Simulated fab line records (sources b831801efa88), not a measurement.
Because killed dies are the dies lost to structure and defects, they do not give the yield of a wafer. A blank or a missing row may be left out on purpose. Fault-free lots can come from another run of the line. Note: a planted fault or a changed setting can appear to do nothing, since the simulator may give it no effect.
Chamber matching | flow sky130 | SKY_PASSIVATION_CVD_00 on pecvd-03: 3 sister chambers
The step deposits SiO2, target thk 90 nm. 18 wafers are shown with their chamber, then 9 later ones without.

## WAFERS, EACH WITH ITS CHAMBER
wafer  | chamber | heater-power-w (W)
L074.2 | 0       | 795
L074.3 | 2       | 933
L074.5 | 2       | 967
L076.1 | 1       | 990
L076.2 | 0       | 710
L076.3 | 2       | 896
L076.4 | 2       | 910
L076.5 | 1       | 799
L076.6 | 0       | 691
L077.1 | 0       | 809
L077.3 | 2       | 791
L077.6 | 2       | 786
L082.3 | 0       | 679
L082.4 | 2       | 793
L082.5 | 1       | 950
L085.1 | 0       | 805
L085.3 | 1       | 826
L085.5 | 1       | 819

SIGNATURES, as means of the wafers listed above
reading        | chamber 0 | chamber 1 | chamber 2 | scatter within a chamber
heater-power-w | 748.17    | 876.80    | 868.00    | 74.7
Rule: distance of a wafer from a chamber = root of the sum over the readings of ((wafer's reading minus chamber's mean) / reading's scatter) squared. The wafer belongs to the nearest chamber; if the next one is less than 2 further off, it can't be placed. The scatter is the square root of a quotient: the sum, over the shown wafers, of each reading's squared deviation from its chamber's mean, divided by wafers minus chambers.

## WAFERS WHOSE CHAMBER IS MISSING
wafer  | heater-power-w (W)
L086.1 | 906
L086.2 | 815
L086.3 | 924
L086.4 | 930
L086.5 | 926
L086.6 | 673
L087.1 | 980
L087.2 | 984
L087.6 | 967

## CHAMBER TAKEN BY EACH
wafer  | from the rows above          | in truth
L086.1 | can't be placed: 1 or 2 or 0 | 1
L086.2 | can't be placed: 2 or 1 or 0 | 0
L086.3 | can't be placed: 1 or 2 or 0 | 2
L086.4 | can't be placed: 1 or 2 or 0 | 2
L086.5 | can't be placed: 1 or 2 or 0 | 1
L086.6 | can't be placed: 0 or 2 or 1 | 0
L087.1 | can't be placed: 1 or 2 or 0 | 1
L087.2 | can't be placed: 1 or 2 or 0 | 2
L087.6 | can't be placed: 1 or 2 or 0 | 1
Correct placement for 0 of the 9. From these rows, 9 cannot be placed; in 9 the true chamber is one of the candidates. Wrongly placed: 0.
